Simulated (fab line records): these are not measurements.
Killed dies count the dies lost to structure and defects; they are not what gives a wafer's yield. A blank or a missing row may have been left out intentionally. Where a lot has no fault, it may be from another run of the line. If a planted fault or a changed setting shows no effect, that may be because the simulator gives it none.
Split-lot experiment    flow sky130    on a route of 708 steps: 5 lots, 23 wafers read

== THE SPLIT ITSELF ==
At SKY_LDD_LDN_IMPLANT_08, the setting energy_kev was moved away from the recipe's 15 on 7 of the 23 wafers read, by -3.1% to +4.4%. All remaining wafers had this setting at the recipe value.

The reading comes from the split's own step.

== THE READING ==
implant.drp_nm (the simulator's own value, which no gauge read), in nm, at SKY_LDD_LDN_IMPLANT_08. No usual value for it is given in the file.

wafer   tool, chamber at the split  energy_kev as run  against the recipe  implant.drp_nm, nm  against lot-mates on the recipe
L077.1  implanter-01, 0             15                 recipe              5.933               -
L077.2  implanter-01, 0             15                 recipe              5.933               -
L077.4  implanter-01, 0             14.53              -3.1%               5.804               -0.129
L077.5  implanter-01, 0             14.53              -3.1%               5.804               -0.129
L077.6  implanter-01, 0             14.53              -3.1%               5.804               -0.129
L074.1  implanter-02, 0             15.25              +1.7%               5.999               +0.066
L074.4  implanter-02, 0             15.25              +1.7%               5.999               +0.066
L074.2  implanter-02, 0             15                 recipe              5.933               -
L074.3  implanter-02, 0             15                 recipe              5.933               -
L074.6  implanter-02, 0             15                 recipe              5.933               -
L075.1  implanter-03, 0             15                 recipe              5.933               -
L075.2  implanter-03, 0             15                 recipe              5.933               -
L075.6  implanter-03, 0             15                 recipe              5.933               -
L079.1  implanter-03, 0             15                 recipe              5.933               -
L079.2  implanter-03, 0             15                 recipe              5.933               -
L079.4  implanter-03, 0             15                 recipe              5.933               -
L079.5  implanter-03, 0             15                 recipe              5.933               -
L079.6  implanter-03, 0             15                 recipe              5.933               -
L083.1  implanter-03, 0             15                 recipe              5.933               -
L083.2  implanter-03, 0             15                 recipe              5.933               -
L083.5  implanter-03, 0             15                 recipe              5.933               -
L083.4  implanter-03, 0             15.66              +4.4%               6.107               +0.174
L083.6  implanter-03, 0             15.66              +4.4%               6.107               +0.174

FIT RESULTS
A straight line over all 23 wafers: implant.drp_nm changes by +0.0402 nm for each +1% of energy_kev; r = +1.00; the points scatter about the line by 0.0013 nm.
The same after taking each lot's own level away (the mean of its wafers on the recipe; 23 wafers): +0.0402 nm for each +1%; r = +1.00; scatter 0.0013 nm.
The reading moves by 0.18 nm for the largest change in energy_kev, on that fit.
The lots' own levels span 5.9330 to 5.9330 nm.
Consequently the slope shifts little with the lot-to-lot level, the two slopes agreeing.
Check: +0.177 nm against its lot-mates is what the line predicts for one of the wafers moved furthest among these (+4.4%) when that wafer is left out of the fit. Against them it came out at +0.174 nm.

== OTHER SPLITS APPLIED TO THESE WAFERS ==
Note: prior to the reading, these wafers also went through further splits. Each is held against what the fit with the lots' levels taken away leaves over:
other split on the same wafers       wafers away from the commonest value  r with implant.drp_nm (lot level and that fit taken away)
SKY_POLY_GATE_IMPLANT_02 energy_kev  9                                     +0.02
SKY_LDD_P_IMPLANT_09 dose_cm2        10                                    +0.01

== THE WHOLE CHAIN: every reading that the file lists as answering this split, in the file's order ==
step                    what it does  reading                                                          change (the file's fit)                 r (the file's)
SKY_LDD_LDN_IMPLANT_08                implant.rp_nm (the simulator's own value, which no gauge read)   +0.0674 nm for each +1% of the setting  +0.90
SKY_LDD_LDN_IMPLANT_08                implant.drp_nm (the simulator's own value, which no gauge read)  +0.04 nm for each +1% of the setting    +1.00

== FILE'S OWN FIT ==
implant.drp_nm changes by +0.04 nm for each +1% of energy_kev, r = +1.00.
